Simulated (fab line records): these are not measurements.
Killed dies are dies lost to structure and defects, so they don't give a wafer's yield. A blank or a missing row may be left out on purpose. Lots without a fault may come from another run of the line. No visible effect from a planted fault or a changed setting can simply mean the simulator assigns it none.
2 desks, one fault | flow gf180mcu | only its own numbers are on each desk; what lay behind them is given at the end

== THE METROLOGY DESK ==
What the gauges read for every lot (on any tool): the sampled wafers with a number, averaged. A lot is out of limits, marked OUT, if its mean lies more than 4 standard deviations from the usual mean; the brackets give that distance.
Columns: A = M4_ALCU_RS at GF_M4_RS_MEAS_05, usual 0.0696 ohm/sq; B = V4_CVD_00_THK at GF_V4_THK_MEAS_01, usual 599 nm
lot  | first seen here | A      | B
L542 | day 22 05:44    | 0.0684 | 598
L543 | day 22 20:07    | 0.0689 | 598
L546 | day 23 14:25    | 0.0701 | 601
L547 | day 24 09:11    | 0.0697 | 596
L549 | day 24 21:10    | 0.0689 | 605
L551 | day 25 17:11    | 0.0699 | 606
L552 | day 26 00:19    | 0.0696 | 601
L553 | day 26 10:05    | 0.0688 | 603
L556 | day 27 12:19    | 0.0697 | 595
L559 | day 28 07:31    | 0.0698 | 896 (+53) OUT
L560 | day 28 16:38    | 0.0703 | 901 (+54) OUT
L561 | day 28 21:43    | 0.0696 | 891 (+52) OUT
L564 | day 29 11:04    | 0.0692 | 594
L565 | day 29 17:04    | 0.0699 | 607
This desk's result: L559, L560, L561 out of limits, first on L559 (V4_CVD_00_THK at GF_V4_THK_MEAS_01), day 29 03:44. In limits: L542, L543, L546, L547, L549, L551, L552, L553, L556, L564, L565.

== THE TOOL OWNER'S DESK: hdpcvd-01 ==
The tool's own readings at GF_V4_CVD_00 (deposits SiO2, target thk 600 nm, time 100 s): means of the sampled wafers that have a number, for each lot that ran on this tool. A lot is out of limits, marked OUT, if its mean lies more than 4 standard deviations from the usual mean; the brackets give that distance.
Columns: A = sih4_flow_sccm at GF_V4_CVD_00, usual 60.01 sccm
lot  | first seen here | A
L543 | day 23 19:56    | 59.96
L546 | day 24 13:17    | 59.91
L547 | day 25 07:18    | 59.93
L549 | day 25 19:20    | 60.05
L552 | day 26 21:43    | 60.03
L553 | day 27 07:08    | 60.08
L556 | day 28 08:50    | 59.96
L559 | day 29 03:38    | 89.91 (+99 or more) OUT
L560 | day 29 12:57    | 90.10 (+99 or more) OUT
L561 | day 29 17:26    | 90.11 (+99 or more) OUT
Finding of this desk: L559, L560, L561 out of limits; the first was L559 at day 29 03:38, on sih4_flow_sccm at GF_V4_CVD_00. In limits: L543, L546, L547, L549, L552, L553, L556.

== PUT TOGETHER ==
At day 29 03:38, on L559, L560, L561, the tool owner's desk was in a position to raise an alarm.
On L559, L560, L561, the metrology desk was in a position to raise an alarm at day 29 03:44.
GF_V4_CVD_00 was run on hdpcvd-01 by each of the lots named.

== WHAT WAS PUT IN BY THE SIMULATOR ==
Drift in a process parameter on hdpcvd-01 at GF_V4_CVD_00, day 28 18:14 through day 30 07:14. A move of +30 in setting sih4_flow_sccm, from 60. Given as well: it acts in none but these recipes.
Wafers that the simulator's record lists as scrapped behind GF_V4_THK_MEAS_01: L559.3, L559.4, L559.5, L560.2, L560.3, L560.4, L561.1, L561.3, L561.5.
Struck lots among those shown: L559, L560, L561.
Time in hours from fault onset to the first out-of-limits reading at each desk: tool owner's desk 9, metrology desk 10.
